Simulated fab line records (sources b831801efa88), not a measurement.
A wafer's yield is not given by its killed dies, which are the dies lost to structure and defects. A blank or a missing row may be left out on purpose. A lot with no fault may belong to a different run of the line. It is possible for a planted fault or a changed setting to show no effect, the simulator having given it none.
fab line records	flow sky130
record: lots: 6	wafers: 18	lastDay: 50
route steps=708 shown LOCAL_INTERCONNECT@396 CONTACT@406 PAD_OPEN@708
lots with no fault: from the same line, run without faults
startH: the number of hours between the record's first day and the start of the first shown wafer of the lot	waitH: how many hours have passed since the lot's step before this one	" as in the row above	L1.1+2: one row covering several wafers at once	- value missing, or start not given	* or withheld: withheld	< > ~ a bound
route shown NAME@n: NAME is a module with steps in the file, n the number in the route of the first one	usual: mean and standard deviation over wafers with no fault	same: alike in all rows	chamber/n: place in a boat	sites: per-site readings	_std_site: their standard deviation	_edge_site: outer sites' mean less inner sites'	radiusMm: for every site, how far away it sits from the centre of the wafer	mask NAME#n: copy n	behind: the most recent tool/chamber to have shaped the wafer	hold: the reason the lot was held/the length of the hold in hours/how it ended	device: whichever transistor did not switch (one of n, p or np)	end of line: at the end of the route, the tests of the same wafers	step lacking rows: just its recipe	killed: count of dies lost to structure and defects at first sort (not the wafer's yield)	map: a wafer's dies, x killed, . not, _ none there
set.NAME: the setting the step ran with; set.NAME@STEP: the setting that earlier step ran with	model.NAME: the simulator's own value behind a step, which no gauge read
lots seen at some steps along the route; tables by step, rows by wafer
services: a tool's chamber out of use, with start hour (startH, from the record's first day; less than 0 if before it), hours out, and reason
== steps ==
step: SKY_LOCAL_INTERCONNECT_PEB_09
recipe: pebTempC: withheld	pebTimeS: withheld	resist: KrF-thick
step: SKY_LOCAL_INTERCONNECT_DEVELOP_10
recipe: developTimeS: 60	resist: KrF-thick	devTempC: 21
step: SKY_LOCAL_INTERCONNECT_CD_MEAS_11
recipe: targetCdNm: 170
usual: cdNm: 170.0/1.4
lot.wafer	tool	chamber	startH	waitH	cdNm
L121.3	cdSem-01	-	706.68	-	168.0
L121.4	"	-	"	"	169.2
L121.5	"	-	"	"	170.5
L130.3	cdSem-01	-	794.63	-	168.4
L130.4	"	-	"	"	168.7
L130.6	"	-	"	"	169.4
L132.4	cdSem-01	-	799.54	-	168.6
L132.5	"	-	"	"	170.0
L132.6	"	-	"	"	169.0
L133.2	cdSem-01	-	807.01	-	169.6
L133.3	"	-	"	"	171.4
L133.5	"	-	"	"	170.3
L136.1	cdSem-01	-	838.29	-	171.2
L136.3	"	-	"	"	171.6
L136.4	"	-	"	"	171.3
L141.1	cdSem-02	-	863.69	-	168.6
L141.2	"	-	"	"	171.0
L141.5	"	-	"	"	168.8
step: SKY_LOCAL_INTERCONNECT_OVL_MEAS_12
usual: LOCAL_INTERCONNECT_OVL: 0/5
lot.wafer	tool	chamber	startH	waitH	LOCAL_INTERCONNECT_OVL[nm]
L121.3	overlay-01	-	706.77	0.1	-3
L121.4	"	-	"	"	-3
L121.5	"	-	"	"	2
L130.3	overlay-01	-	794.72	0.1	0
L130.4	"	-	"	"	-2
L130.6	"	-	"	"	-2
L132.4	overlay-02	-	799.61	0.1	-6
L132.5	"	-	"	"	-7
L132.6	"	-	"	"	-6
L133.2	overlay-01	-	807.11	0.1	6
L133.3	"	-	"	"	7
L133.5	"	-	"	"	12
L136.1	overlay-01	-	838.41	0.1	5
L136.3	"	-	"	"	1
L136.4	"	-	"	"	6
L141.1	overlay-01	-	863.81	0.1	0
L141.2	"	-	"	"	-1
L141.5	"	-	"	"	0
step: SKY_LOCAL_INTERCONNECT_ETCH_13
recipe: chemistry: N2/H2	target: BARC	ionEnergyEv: 200	biasW: 100	pressureMtorr: 30	n2FlowSccm: 100	h2FlowSccm: 200	icpW: 500	stopOn: SiO2	timeS: 45.9	targetDepthA: 600
usual: drypumpMotorCurrentA: 5.5/0.41	heBacksideLeakSccm: 3.3/0.33	oesProductAu: 0.855/0.0048	throttleValvePct: 13.225/0.0079
lot.wafer	tool	chamber	startH	waitH	drypumpMotorCurrentA	heBacksideLeakSccm	oesProductAu	rfHoursCounterH	throttleValvePct
L121.3	rieMetal-01	1	706.81	0.0	5.1	3.6	0.851	-	13.236
L121.4	"	0	"	"	5.2	3.3	0.852	-	13.228
L121.5	"	0	"	"	5.2	4.4	0.862	-	13.216
L130.3	rieMetal-02	0	794.76	0.0	6.2	3.3	0.853	-	13.241
L130.4	"	1	"	"	5.3	3.4	0.860	-	13.222
L130.6	"	0	"	"	6.2	3.2	0.859	-	13.224
L132.4	rieMetal-02	0	799.65	0.0	6.2	3.2	0.851	-	13.241
L132.5	"	1	"	"	5.3	3.3	0.849	-	13.223
L132.6	"	0	"	"	6.2	3.2	0.856	-	13.235
L133.2	rieMetal-02	0	807.14	0.0	6.2	3.1	0.848	5	13.226
L133.3	"	1	"	"	5.3	3.4	0.853	-	13.232
L133.5	"	1	"	"	5.3	3.4	0.855	-	13.217
L136.1	rieMetal-02	1	838.44	0.0	5.3	3.3	0.856	4	13.239
L136.3	"	0	"	"	6.2	3.3	0.851	-	13.222
L136.4	"	1	"	"	5.3	3.5	0.866	-	13.218
L141.1	rieMetal-01	1	863.84	0.0	5.1	3.2	0.852	7	13.227
L141.2	"	0	"	"	5.2	3.4	0.849	14	13.220
L141.5	"	0	"	"	5.2	3.4	0.862	-	13.213
step: SKY_LOCAL_INTERCONNECT_METAL_ETCH_14
recipe: targetDepthNm: 110	stopOn: PSG	chemistry: Cl2/BCl3	target: TiN	resistSidewallDeg: 88	pressureMtorr: 10	icpW: 900	biasW: 48.5	Cl2_flow_sccm: 60	bcl3FlowSccm: 30	timeS: 31.4
usual: bcl3FlowSccm: 29.98/0.095	drypumpMotorCurrentA: 5.5/0.41	heBacksideLeakSccm: 3.31/0.21	oesProductAu: 0.939/0.0084	throttleValvePct: 21.903/0.0093
lot.wafer	tool	chamber	startH	waitH	bcl3FlowSccm	drypumpMotorCurrentA	heBacksideLeakSccm	oesProductAu	rfHoursCounterH	throttleValvePct
L121.3	rieMetal-01	1	706.87	0.0	29.94	5.1	3.22	0.930	-	21.914
L121.4	"	0	"	"	30.01	5.2	3.27	0.936	-	21.891
L121.5	"	0	"	"	29.87	5.2	3.35	0.928	-	21.915
L130.3	rieMetal-02	0	794.82	0.0	29.93	6.2	3.27	0.948	-	21.909
L130.4	"	1	"	"	30.11	5.3	3.35	0.928	-	21.917
L130.6	"	0	"	"	29.93	6.2	3.25	0.930	-	21.905
L132.4	rieMetal-02	0	799.71	0.0	29.79	6.2	3.23	0.920	-	21.893
L132.5	"	1	"	"	30.00	5.3	3.60	0.940	-	21.897
L132.6	"	0	"	"	30.04	6.2	3.28	0.927	-	21.911
L133.2	rieMetal-02	0	807.21	0.0	30.02	6.2	3.20	0.939	5	21.918
L133.3	"	1	"	"	29.92	5.3	3.44	0.949	-	21.913
L133.5	"	1	"	"	30.05	5.4	3.43	0.938	-	21.919
L136.1	rieMetal-02	1	838.51	0.0	30.02	5.3	3.45	0.932	4	21.921
L136.3	"	0	"	"	30.04	6.2	5.07	0.934	-	21.915
L136.4	"	1	"	"	30.01	5.3	3.40	0.936	-	21.904
L141.1	rieMetal-01	1	863.91	0.0	29.85	5.1	3.34	0.944	7	21.910
L141.2	"	0	"	"	30.08	5.2	3.35	0.939	14	21.906
L141.5	"	0	"	"	29.94	5.2	3.26	0.951	-	21.901
step: SKY_LOCAL_INTERCONNECT_STRIP_15
recipe: chemistry: O2/N2	powerW: 1400	pressureMtorr: 1500	platenTempC: withheld	o2FlowSccm: 3000	n2FlowSccm: 300	overashFraction: 0.5
usual: drypumpMotorCurrentA: 5.40/0.27	oesProductAu: 0.427/0.0045	stripTimeToEndpointS: 4.719/0.023
lot.wafer	tool	chamber	startH	waitH	drypumpMotorCurrentA	oesProductAu	rfHoursCounterH	stripTimeToEndpointS
L121.3	plasmaAsher-01	0	706.94	0.1	5.57	0.427	-	4.681
L121.4	"	1	"	"	5.21	0.434	-	4.664
L121.5	"	0	"	"	5.56	0.431	-	4.691
L130.3	plasmaAsher-02	1	794.89	0.1	5.89	0.422	-	4.740
L130.4	"	0	"	"	5.14	0.429	-	4.760
L130.6	"	0	"	"	5.12	0.429	-	4.718
L132.4	plasmaAsher-01	0	799.78	0.1	5.57	0.427	-	4.698
L132.5	"	0	"	"	5.59	0.428	-	4.771
L132.6	"	1	"	"	5.21	0.418	-	4.705
L133.2	plasmaAsher-01	0	807.26	0.0	5.56	0.427	38	4.688
L133.3	"	0	"	"	5.58	0.435	-	4.750
L133.5	"	1	"	"	5.19	0.433	-	4.738
L136.1	plasmaAsher-04	1	838.56	0.0	5.65	0.427	104	4.756
L136.3	"	0	"	"	5.09	0.426	-	4.729
L136.4	"	1	"	"	5.64	0.420	-	4.724
L141.1	plasmaAsher-04	1	863.96	0.0	5.65	0.428	107	4.719
L141.2	"	0	"	"	5.09	0.430	107	4.732
L141.5	"	0	"	"	5.09	0.433	-	4.733
step: SKY_LOCAL_INTERCONNECT_STRIP_16
recipe: chemistry: postEtchResidueRemover	timeS: 1200	tempC: 72.5
step: SKY_LOCAL_INTERCONNECT_CLEAN_17
recipe: chemistry: IPA	timeS: 180	tempC: 25
step: SKY_LOCAL_INTERCONNECT_CLEAN_18
recipe: chemistry: O3/DIW	dry: n2Spin
step: SKY_CONTACT_CVD_00
recipe: material: Si3N4	targetThkNm: 75	tempC: 400	timeS: withheld	rfW: 450
usual: heaterPowerW: 694/140
lot.wafer	tool	chamber	startH	waitH	heaterPowerW
L121.3	pecvd-02	0	707.50	0.0	559
L121.4	"	1	"	"	809
L121.5	"	2	"	"	631
L130.3	pecvd-01	0	795.49	0.0	700
L130.4	"	1	"	"	740
L130.6	"	0	"	"	710
L132.4	pecvd-01	2	800.36	0.0	637
L132.5	"	0	"	"	599
L132.6	"	1	"	"	673
L133.2	pecvd-03	0	807.89	0.0	678
L133.3	"	1	"	"	697
L133.5	"	2	"	"	837
L136.1	pecvd-03	0	839.25	0.0	722
L136.3	"	0	"	"	732
L136.4	"	2	"	"	947
L141.1	pecvd-01	1	864.55	0.0	715
L141.2	"	2	"	"	558
L141.5	"	1	"	"	719
step: SKY_CONTACT_THK_MEAS_01
recipe: reads: Si3N4_of_CONTACT_CVD_00
usual: CONTACT_CVD_00_THK: 75.0/1.2
lot.wafer	tool	chamber	startH	waitH	CONTACT_CVD_00_THK[nm]
L121.3	filmMetro-02	-	707.55	-	74.9
L121.4	"	-	"	"	76.8
L121.5	"	-	"	"	76.5
L130.3	filmMetro-04	-	795.54	-	73.5
L130.4	"	-	"	"	73.6
L130.6	"	-	"	"	74.8
L132.4	filmMetro-02	-	800.41	-	74.1
L132.5	"	-	"	"	75.4
L132.6	"	-	"	"	73.8
L133.2	filmMetro-01	-	807.93	-	75.3
L133.3	"	-	"	"	74.7
L133.5	"	-	"	"	75.4
L136.1	filmMetro-02	-	839.30	-	75.0
L136.3	"	-	"	"	76.6
L136.4	"	-	"	"	75.3
L141.1	filmMetro-01	-	864.58	-	72.8
L141.2	"	-	"	"	73.4
L141.5	"	-	"	"	74.3
step: SKY_CONTACT_HDPCVD_02
recipe: material: SiO2	targetThkNm: 565	sigmaOpenFrac: 0.3	timeS: 94.2	tempC: 600	sih4FlowSccm: 60	pressureMtorr: 6
lot.wafer	tool	chamber	startH	waitH	model.SiO2_of_CONTACT_HDPCVD_02.thkNm
L121.3	hdpcvd-02	0	707.59	0.0	565.9
L121.4	"	1	"	"	565
L121.5	"	0	"	"	571.1
L130.3	hdpcvd-01	1	795.58	0.0	564.1
L130.4	"	1	"	"	569.5
L130.6	"	2	"	"	559.3
L132.4	hdpcvd-01	0	800.47	0.1	866.8
L132.5	"	1	"	"	861.6
L132.6	"	2	"	"	864.6
L133.2	hdpcvd-01	2	807.98	0.0	843.7
L133.3	"	0	"	"	857.9
L133.5	"	1	"	"	851.4
L136.1	hdpcvd-02	2	839.36	0.1	559.7
L136.3	"	0	"	"	559.9
L136.4	"	0	"	"	557
L141.1	hdpcvd-02	0	864.64	0.1	569.3
L141.2	"	2	"	"	566.1
L141.5	"	1	"	"	570.5
step: SKY_CONTACT_THK_MEAS_03
recipe: reads: SiO2_of_CONTACT_HDPCVD_02
usual: CONTACT_HDPCVD_THK: 565/7
lot.wafer	tool	chamber	startH	waitH	CONTACT_HDPCVD_THK[nm]
L121.3	filmMetro-04	-	707.68	0.1	566
L121.4	"	-	"	"	565
L121.5	"	-	"	"	571
L130.3	filmMetro-01	-	795.67	0.1	564
L130.4	"	-	"	"	570
L130.6	"	-	"	"	559
L132.4	filmMetro-04	-	800.54	0.0	867
L132.5	"	-	"	"	862
L132.6	"	-	"	"	865
L133.2	filmMetro-02	-	808.06	0.0	844
L133.3	"	-	"	"	858
L133.5	"	-	"	"	851
L136.1	filmMetro-04	-	839.42	0.0	559
L136.3	"	-	"	"	560
L136.4	"	-	"	"	557
L141.1	filmMetro-02	-	864.71	0.0	569
L141.2	"	-	"	"	566
L141.5	"	-	"	"	571
step: SKY_CONTACT_CMP_04
recipe: material: SiO2	downForcePsi: 4	platenRpm: 60	padVelocityMS: 0.94248
usual: headPressurePsi: 4.000/0.0084	motorCurrentA: 12.4/1.2	timeToEndpointS: 85/4.5
lot.wafer	tool	chamber	startH	waitH	headPressurePsi	motorCurrentA	timeToEndpointS
L121.4	cmp-02	1	707.72	0.0	4.017	13.8	79
L121.3	"	3	"	"	4.000	13.6	85
L121.5	"	1	"	"	4.018	14.2	79
L130.3	cmp-02	0	795.71	0.0	3.991	11.0	84
L130.4	"	2	"	"	3.988	13.0	87
L130.6	"	1	"	"	3.995	14.3	76
L132.4	cmp-01	3	800.57	0.0	3.983	12.6	208
L132.6	"	3	"	"	3.993	12.1	208
L132.5	"	0	"	"	4.005	13.0	201
L133.2	cmp-01	3	808.16	0.1	4.010	11.8	202
L133.3	"	1	"	"	4.005	11.0	202
L133.5	"	3	"	"	3.995	12.0	202
L136.4	cmp-01	1	839.61	0.1	4.004	11.6	86
L136.1	"	2	"	"	3.981	11.5	87
L136.3	"	0	"	"	4.002	12.9	88
L141.2	cmp-02	3	864.77	0.0	3.997	14.0	86
L141.1	"	1	"	"	4.009	13.7	83
L141.5	"	3	"	"	4.005	13.7	85
step: SKY_CONTACT_BOW_MEAS_05
recipe: mode: bow
usual: CONTACT_BOW: 82/6.7
lot.wafer	tool	chamber	startH	waitH	CONTACT_BOW[um]
L121.3	filmMetro-02	-	708.06	0.2	74
L121.4	"	-	"	"	72
L121.5	"	-	"	"	81
L130.3	filmMetro-02	-	796.05	0.3	81
L130.4	"	-	"	"	84
L130.6	"	-	"	"	83
L132.4	filmMetro-02	-	800.93	0.3	87
L132.5	"	-	"	"	78
L132.6	"	-	"	"	82
L133.2	filmMetro-01	-	808.43	0.2	80
L133.3	"	-	"	"	74
L133.5	"	-	"	"	70
L136.1	filmMetro-04	-	839.91	0.2	82
L136.3	"	-	"	"	85
L136.4	"	-	"	"	85
L141.1	filmMetro-02	-	865.07	0.1	84
L141.2	"	-	"	"	85
L141.5	"	-	"	"	80
step: SKY_PAD_OPEN_PROBE_99
usual: killed_at_M0_to_M3: 44/7.3	killed_at_M4_up: 3.3/1.8	killedAtContacts: 24/5.3	killedAtFrontEnd: 16/5	killedAtOther: 0.2/0.51	killedDies: 87/10	killedOpen: 47/7.5	killedShort: 40/6.3
same: grossDies: 492	killedAtBackSide: 0
lot.wafer	tool	chamber	startH	waitH	killed_at_M0_to_M3	killed_at_M4_up	killedAtContacts	killedAtFrontEnd	killedAtOther	killedDies	killedOpen	killedShort
L121.3	prober-02	-	1080.27	0.2	38	3	23	14	0	78	36	42
L121.4	prober-02	-	1080.32	0.2	47	2	18	19	0	86	46	40
L121.5	prober-02	-	1080.37	0.2	42	4	26	18	0	90	39	51
L130.3	prober-01	-	1142.91	0.2	32	2	31	21	0	86	45	41
L130.4	prober-01	-	1142.96	0.2	46	0	32	19	0	97	54	43
L130.6	prober-01	-	1143.06	0.2	29	5	18	7	0	59	28	31
L132.4	prober-01	-	1147.61	0.2	44	4	40	17	0	105	55	50
L132.5	prober-01	-	1147.66	0.2	33	5	28	12	2	80	38	42
L132.6	prober-01	-	1147.71	0.2	38	2	27	20	0	87	38	49
L133.2	prober-02	-	1155.45	0.1	47	2	20	15	2	86	50	36
L133.3	prober-02	-	1155.50	0.2	51	3	18	16	0	88	51	37
L133.5	prober-02	-	1155.60	0.2	40	3	21	19	0	83	48	35
L136.1	prober-01	-	1175.22	0.1	36	5	22	12	0	75	32	43
L136.3	prober-01	-	1175.32	0.2	47	7	21	9	0	84	43	41
L136.4	prober-01	-	1175.37	0.2	48	2	26	10	0	86	52	34
L141.1	prober-02	-	1194.61	0.1	37	1	22	14	0	74	46	28
L141.2	prober-02	-	1194.66	0.1	44	2	30	24	0	100	53	47
L141.5	prober-02	-	1194.81	0.2	38	3	26	18	0	85	54	31
killed by level:class
L121.3 LI_CONTACT:geometricParticle:open=8 FIELD_ISO:geometricParticle:short=7 CONTACT:geometricParticle:short=6 VIA1:geometricParticle:short=6 VIA1:geometricParticle:open=6 VIA2:geometricParticle:short=6 METAL2:geometricParticle:short=5 CONTACT:geometricParticle:open=4
L121.4 CONTACT:geometricParticle:open=10 VIA1:geometricParticle:open=9 METAL1:geometricParticle:short=8 VIA3:geometricParticle:short=7 VIA3:geometricParticle:open=6 METAL2:geometricParticle:short=5 FIELD_ISO:geometricParticle:open=4 VIA2:geometricParticle:open=4
L121.5 FIELD_ISO:geometricParticle:short=10 VIA2:geometricParticle:open=8 CONTACT:geometricParticle:short=8 VIA3:geometricParticle:open=8 CONTACT:geometricParticle:open=7 VIA1:geometricParticle:open=6 FIELD_ISO:geometricParticle:open=5 LI_CONTACT:geometricParticle:short=5
L130.3 CONTACT:geometricParticle:open=10 CONTACT:geometricParticle:short=9 FIELD_ISO:geometricParticle:open=7 LI_CONTACT:geometricParticle:open=7 VIA1:geometricParticle:open=7 LOCAL_INTERCONNECT:geometricParticle:short=4 FIELD_ISO:geometricParticle:short=4 METAL1:geometricParticle:short=4
L130.4 VIA3:geometricParticle:open=10 CONTACT:geometricParticle:open=8 LI_CONTACT:geometricParticle:open=8 CONTACT:geometricParticle:short=8 VIA1:geometricParticle:open=7 VIA2:geometricParticle:open=6 FIELD_ISO:geometricParticle:open=5 METAL2:geometricParticle:short=5
L130.6 VIA1:geometricParticle:open=7 CONTACT:geometricParticle:short=6 VIA2:geometricParticle:open=5 LOCAL_INTERCONNECT:geometricParticle:short=4 METAL1:geometricParticle:short=4 LI_CONTACT:geometricParticle:open=3 CONTACT:geometricParticle:open=3 VIA3:geometricParticle:open=3
L132.4 LI_CONTACT:geometricParticle:open=13 CONTACT:geometricParticle:open=9 CONTACT:geometricParticle:short=7 METAL1:geometricParticle:short=7 METAL2:geometricParticle:open=6 FIELD_ISO:geometricParticle:open=5 VIA2:geometricParticle:open=5 LOCAL_INTERCONNECT:geometricParticle:short=5
L132.5 CONTACT:geometricParticle:open=8 LI_CONTACT:geometricParticle:open=8 VIA1:geometricParticle:open=7 LOCAL_INTERCONNECT:geometricParticle:short=7 VIA3:geometricParticle:open=6 FIELD_ISO:geometricParticle:short=5 METAL1:geometricParticle:short=5 METAL2:geometricParticle:short=5
L132.6 LI_CONTACT:geometricParticle:open=8 FIELD_ISO:geometricParticle:open=7 LOCAL_INTERCONNECT:geometricParticle:short=7 METAL2:geometricParticle:short=7 VIA1:geometricParticle:open=6 VIA2:geometricParticle:open=5 POLY_GATE:geometricParticle:short=5 CONTACT:geometricParticle:short=5
L133.2 VIA3:geometricParticle:open=10 VIA1:geometricParticle:open=9 LI_CONTACT:geometricParticle:open=7 CONTACT:geometricParticle:open=7 FIELD_ISO:geometricParticle:short=5 VIA1:geometricParticle:short=5 METAL2:geometricParticle:short=5 VIA3:geometricParticle:short=4
L133.3 VIA1:geometricParticle:open=13 FIELD_ISO:geometricParticle:open=7 METAL2:geometricParticle:short=7 VIA2:geometricParticle:open=6 VIA3:geometricParticle:open=6 METAL1:geometricParticle:short=6 CONTACT:geometricParticle:open=5 LI_CONTACT:geometricParticle:open=4
L133.5 VIA1:geometricParticle:open=16 POLY_GATE:geometricParticle:short=7 CONTACT:geometricParticle:open=7 LI_CONTACT:geometricParticle:open=6 LOCAL_INTERCONNECT:geometricParticle:short=6 VIA2:geometricParticle:open=5 VIA3:geometricParticle:open=5 FIELD_ISO:geometricParticle:short=4
L136.1 METAL2:geometricParticle:short=10 CONTACT:geometricParticle:short=7 METAL1:geometricParticle:short=7 CONTACT:geometricParticle:open=6 LI_CONTACT:geometricParticle:open=5 VIA2:geometricParticle:open=5 VIA3:geometricParticle:open=5 FIELD_ISO:geometricParticle:short=3
L136.3 VIA1:geometricParticle:open=11 METAL1:geometricParticle:short=9 LI_CONTACT:geometricParticle:open=8 CONTACT:geometricParticle:open=8 VIA1:geometricParticle:short=7 VIA3:geometricParticle:open=7 METAL4:geometricParticle:short=5 FIELD_ISO:geometricParticle:short=4
L136.4 VIA1:geometricParticle:open=10 VIA3:geometricParticle:open=10 LI_CONTACT:geometricParticle:open=9 VIA1:geometricParticle:short=9 VIA2:geometricParticle:open=7 CONTACT:geometricParticle:open=5 POLY_GATE:geometricParticle:open=4 LI_CONTACT:geometricParticle:short=3
L141.1 CONTACT:geometricParticle:open=14 VIA1:geometricParticle:open=12 FIELD_ISO:geometricParticle:open=9 VIA2:geometricParticle:open=5 CONTACT:geometricParticle:short=4 METAL1:geometricParticle:short=4 METAL2:geometricParticle:short=4 VIA3:geometricParticle:open=3
L141.2 CONTACT:geometricParticle:open=10 VIA1:geometricParticle:short=8 LI_CONTACT:geometricParticle:open=8 POLY_GATE:geometricParticle:open=7 VIA1:geometricParticle:open=7 VIA3:geometricParticle:open=7 METAL2:geometricParticle:short=6 FIELD_ISO:geometricParticle:short=5
L141.5 VIA1:geometricParticle:open=14 CONTACT:geometricParticle:open=13 VIA2:geometricParticle:open=9 POLY_GATE:geometricParticle:open=7 METAL2:geometricParticle:short=7 FIELD_ISO:geometricParticle:short=5 LI_CONTACT:geometricParticle:open=4 LOCAL_INTERCONNECT:geometricParticle:short=4
== services ==
tool	chamber	startH	hours	kind
pecvd-02	-	702.54	1.8	repair
cmp-01	-	703.47	0.6	repair
plasmaAsher-04	-	704.86	4.5	repair
pecvd-03	-	705.70	2.8	pm
cmp-01	-	719.75	0.9	repair
rieMetal-01	0	719.89	3.8	repair
pecvd-02	2	729.84	4.0	repair
plasmaAsher-02	-	733.75	9.0	pm
hdpcvd-01	0	742.52	7.2	repair
cmp-02	-	744.34	4.0	pm
pecvd-01	-	748.42	1.1	repair
cmp-01	-	755.97	0.5	repair
hdpcvd-01	-	757.32	14.6	pm
cmp-01	-	759.96	2.9	repair
hdpcvd-02	0	763.86	3.7	repair
cmp-02	-	764.69	0.8	repair
cmp-02	-	772.91	6.7	repair
cmp-01	-	805.76	1.3	repair
plasmaAsher-04	-	820.85	1.5	repair
cmp-02	-	832.83	4.5	repair
plasmaAsher-01	-	833.13	7.7	pm
cmp-02	-	837.77	9.1	pm
plasmaAsher-01	-	853.40	6.8	repair
cmp-01	-	857.19	9.5	pm
== key ==
firstSign: step: SKY_CONTACT_THK_MEAS_03	reading: CONTACT_HDPCVD_THK	direction: up	sigmas: 42	usual: 565	struck: 858
effect: step: SKY_CONTACT_CMP_04	reading: timeToEndpointS	direction: up	sigmas: 26	usual: *	struck: *
modelEffect: step: SKY_CONTACT_HDPCVD_02	value: SiO2_of_CONTACT_HDPCVD_02.thkNm	without: 563.6	struck: 857.7
metAt SKY_CONTACT_HDPCVD_02
struckWafers L132.4,L132.5,L132.6,L133.2,L133.3,L133.5
testerLeftOut L132,L133
onsetBetween 795.58 800.47
alsoFits SKY_LOCAL_INTERCONNECT_STRIP_15:plasmaAsher-01
fault: kind: processParameterDrift	tool: hdpcvd-01	chamber: -	onsetH: 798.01	steps: SKY_CONTACT_HDPCVD_02	channel: targetThkNm	offset: 294.03	shape: step	endH: 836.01	actsIn: theseRecipesOnly	stated: 565
testerLeftOut: of these lots the tester's yield and bins aren't shown, on N5 and GAA mostly nor the transistor test; their killed dies are dies lost to structure and defects alone, not to doping, threshold or leakage, so they don't give the yield
